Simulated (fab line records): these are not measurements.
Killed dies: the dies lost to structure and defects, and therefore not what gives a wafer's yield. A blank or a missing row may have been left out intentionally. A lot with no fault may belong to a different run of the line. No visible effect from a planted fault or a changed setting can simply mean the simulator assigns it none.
A lot that was struck, set against a sound lot || flow sky130 || 15 steps out of a route of 708
Sound: the wafers L396.4, L396.5, L396.6. Struck: wafer L405.5. (L405.4, L405.6 of the same lot were not struck and are left out.) The cause comes at the end.
Each step with rows lists, per side, the tool, then ch with its chambers, then its first start. Under that, the readings that differ: sound wafers || struck wafers || difference of the means || sigmas: that difference in standard deviations of wafers without a fault.
alike: same words and numbers on both sides, and readings whose means sit less than 2 such deviations apart. not compared: any withheld reading, any reading some wafer has no value for, any bound like >300 that may hide the same value, and any number with overlapping values for which the record gives no deviation.
A row with sigmas, a row that says differs or no value, or rows on one side alone: a step with any of these is where the two part. Numbers that have no deviation but don't overlap get no sigmas and don't part them. A reading that every wafer of one side lacks parts them only if that side has two wafers or more.

first, 6 steps without rows for these wafers: SKY_METAL4_COAT_07 (resist thk 60 nm); SKY_METAL4_COAT_08 (resist thk 1140 nm); SKY_METAL4_SOFTBAKE_09 (time 90 s); SKY_METAL4_EXPOSE_10 (exposes mask MM4, target cd 300 nm); SKY_METAL4_PEB_11; SKY_METAL4_DEVELOP_12 (develop time 60 s).
SKY_METAL4_CD_MEAS_13 targets a cd of 300 nm.
  struck on cd sem-02, day 45 16:04; sound on cd sem-02, day 42 16:55
  alike: cd nm
SKY_METAL4_OVL_MEAS_14:
  struck on overlay-02, day 45 16:08; sound on overlay-02, day 42 16:59
  alike: METAL4_OVL
SKY_METAL4_DESCUM_15: chemistry O2, time 8 s.
  sound on rie metal-02 ch 0,1, day 42 17:01; struck on rie metal-03 ch 1, day 45 16:10
  alike: drypump motor current A, oes product au
  not compared: rf hours counter h
SKY_METAL4_ETCH_16: etches BARC in N2/H2, stops on SiO2, time 88.2 s, target depth 60 nm.
  sound on rie metal-02 ch 0,1, day 42 17:04; struck on rie metal-03 ch 1, day 45 16:13
  alike: drypump motor current A, oes product au, throttle valve pct
  not compared: rf hours counter h
SKY_METAL4_ETCH_17: etches SiO2 in C4F8/O2/Ar, stops on TiN, time 3.9 s, target depth 15 nm.
  sound on rie diel-04 ch 0,3, day 42 17:08; struck on rie diel-02 ch 3, day 45 16:17
  alike: oes product au
  not compared: rf hours counter h
SKY_METAL4_METAL_ETCH_18: etches the open film in Cl2/BCl3, stops on SiO2, target depth 845 nm, time 183.1 s.
  sound on rie metal-01 ch 0,1, day 42 17:13; struck on rie metal-01 ch 1, day 45 16:22
  alike: drypump motor current A, oes product au, throttle valve pct
  not compared: rf hours counter h
SKY_METAL4_STRIP_19: strips in O2/N2.
  sound on plasma asher-03 ch 0,1, day 42 17:22; struck on plasma asher-03 ch 0, day 45 16:31
{"reading": "overash fraction", "sound": "0.5 0.5 0.5", "struck": 0.7, "difference": "+0.2", "sigmas": ""}
  alike: drypump motor current A, o2 flow sccm, oes product au, strip time to endpoint s
  not compared: rf hours counter h
then, 1 step without rows for these wafers: SKY_METAL4_STRIP_20 (strips in post etch residue remover, time 1200 s).
-- the record jumps here: 4 days lie between the struck wafers' starts before and after (it left off in module METAL4 and takes up again in module PAD_OPEN, whose first step shown is number 708 of the route) --
SKY_PAD_OPEN_PROBE_99:
  the record has rows for the struck wafers here (prober-02, day 49 07:58) and none for the sound ones

## WHERE THEY PART
Within this record, at SKY_PAD_OPEN_PROBE_99 only.

WHY: whatever the simulator had introduced
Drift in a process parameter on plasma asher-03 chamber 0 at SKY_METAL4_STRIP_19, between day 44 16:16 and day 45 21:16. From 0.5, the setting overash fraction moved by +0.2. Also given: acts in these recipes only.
